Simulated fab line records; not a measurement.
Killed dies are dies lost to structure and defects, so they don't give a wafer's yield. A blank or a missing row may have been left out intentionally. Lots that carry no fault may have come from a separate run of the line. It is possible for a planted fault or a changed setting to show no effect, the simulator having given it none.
Matching of chambers -- flow gf180mcu -- 4 sister chambers for GF_V1_CMP_26 on cmp-02
The step polishes, stops on SiO2, t overpolish 15 s, target thk 0 nm. 7 wafers are shown with their chamber, then 7 later ones without.

## WAFERS, EACH WITH ITS CHAMBER
wafer,chamber,time_to_endpoint_s (s),motor_current_A (A)
L468.2,1,85,10.3
L468.6,3,87,11.3
L478.1,1,88,10.7
L478.2,2,94,11.6
L478.4,0,89,11.9
L479.1,3,81,11.1
L479.5,0,85,11.6

## WAFERS WHOSE CHAMBER IS MISSING
wafer,time_to_endpoint_s (s),motor_current_A (A)
L479.6,84,11.1
L480.1,83,11.5
L480.2,84,11.7
L480.6,80,11.4
L482.3,83,11.1
L482.4,90,11.5
L482.6,90,10.9

## THE CHAMBER EACH PASSED THROUGH
wafer,from the rows above,in truth
L479.6,3,3
L480.1,can't be placed: 3 or 0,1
L480.2,can't be placed: 0 or 3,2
L480.6,can't be placed: 3 or 0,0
L482.3,3,3
L482.4,can't be placed: 2 or 0 or 3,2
L482.6,can't be placed: 1 or 3 or 2 or 0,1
Correct placement for 2 of the 7. Cannot be placed on the basis of these rows: 5; the candidates contain the true chamber in 3. Placed wrongly: 0.
How it was worked out, from the rows above alone: a wafer's distance from a chamber is the root of the sum, over the readings, of the square of ((its reading less the chamber's mean) divided by the reading's scatter). If the next closest chamber is less than 2 further off than the closest, the wafer can't be placed; otherwise it belongs to the closest. A chamber's mean is the mean of its shown wafers. How the scatter is found: for the shown wafers, subtract from each reading the mean of its chamber, square and add these, divide the total by (wafers less chambers), then take the root.
